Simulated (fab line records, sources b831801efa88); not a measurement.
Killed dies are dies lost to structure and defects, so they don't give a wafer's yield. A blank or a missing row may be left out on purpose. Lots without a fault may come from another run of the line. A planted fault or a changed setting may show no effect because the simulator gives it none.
A struck lot beside a sound one | flow gf180mcu | 18 steps out of a route of 602
Sound: wafers L711.1, L711.2, L711.5. Struck: wafers L726.1, L726.3, L726.6. The cause comes at the end.
At each step with rows: each side's tool, then ch and its chambers, then its first start. Under that, the readings that differ: sound wafers | struck wafers | difference of the means | sigmas: that difference in standard deviations of wafers without a fault.
alike: readings whose means differ by less than 2 such deviations, and words and numbers that are the same on both sides. not compared: withheld readings, readings that some wafer has no value for, bounds like >300 that may hide the same value, and numbers for which the record gives no deviation and whose values overlap.
The two part at a step that has a row with sigmas, a row that says differs or no value, or rows on one side only. Numbers that don't overlap but have no deviation are shown without sigmas and don't part them. A reading that every wafer of one side lacks parts them only if that side has two wafers or more.

first, 2 steps without rows for these wafers: GF_NSD_PEB_05; GF_NSD_DEVELOP_06 (develop time 60 s).
GF_NSD_CD_MEAS_07: target cd 400 nm.
  sound on cd_sem-01, day 15 08:32; struck on cd_sem-02, day 20 03:05
  alike: cd_nm
GF_NSD_OVL_MEAS_08:
  sound on overlay-01, day 15 08:39; struck on overlay-02, day 20 03:12
  alike: NSD_OVL
then, 2 steps without rows for these wafers: GF_NSD_IMPLANT_09; GF_NSD_IMPLANT_10.
GF_NSD_STRIP_11: strips in O2/N2.
  sound on plasma_asher-03 ch 0,1, day 15 08:59; struck on plasma_asher-01 ch 0,1, day 20 03:32
  alike: chamber_pressure_mTorr, drypump_motor_current_A, heater_power_w, oes_product_au, strip_time_to_endpoint_s
  not compared: rf_hours_counter_h
GF_NSD_TW_MEAS_12:
  sound on film_metro-02, day 15 09:06; struck on film_metro-04, day 20 03:38
  reading | sound          | struck         | difference | sigmas
  NSD_TW  | 4210 4219 4218 | 4306 4313 4311 | +94        | +2
then, 4 steps without rows for these wafers: GF_PSD_DEHYDRATE_00 (time 60 s); GF_PSD_HMDS_01 (prime time 60 s); GF_PSD_COAT_02 (resist thk 1000 nm); GF_PSD_SOFTBAKE_03 (time 60 s).
GF_PSD_EXPOSE_04: exposes mask Pplus, target cd 400 nm.
  sound on iline_stepper-02 ch 0, day 15 19:44; struck on iline_stepper-01 ch 0, day 20 15:44
  reading              | sound                | struck               | difference | sigmas
  exposure_dose_mJ_cm2 | 140.03 139.85 140.08 | 132.05 132.11 131.93 | -7.96      | -61
  alike: mask, focus_offset_nm
then, 2 steps without rows for these wafers: GF_PSD_PEB_05; GF_PSD_DEVELOP_06 (develop time 60 s).
GF_PSD_CD_MEAS_07: target cd 400 nm.
  sound on cd_sem-01, day 16 07:08; struck on cd_sem-02, day 21 03:10
  reading    | sound             | struck            | difference | sigmas
  cd_nm (nm) | 400.4 402.8 400.8 | 385.9 385.7 386.9 | -15.2      | -8
GF_PSD_OVL_MEAS_08:
  sound on overlay-01, day 16 07:15; struck on overlay-01, day 21 03:17
  reading      | sound       | struck      | difference | sigmas
  PSD_OVL (nm) | 0.0 0.3 0.3 | 2.1 4.6 2.3 | +2.8       | +2
GF_PASSIVATION_PROBE_99:
  the record has rows for the sound wafers here (prober-01, day 30 19:20) and none for the struck ones

WHERE THEY PART
First at GF_NSD_TW_MEAS_12; last, within this record, at GF_PASSIVATION_PROBE_99.

WHY: what the simulator had put in
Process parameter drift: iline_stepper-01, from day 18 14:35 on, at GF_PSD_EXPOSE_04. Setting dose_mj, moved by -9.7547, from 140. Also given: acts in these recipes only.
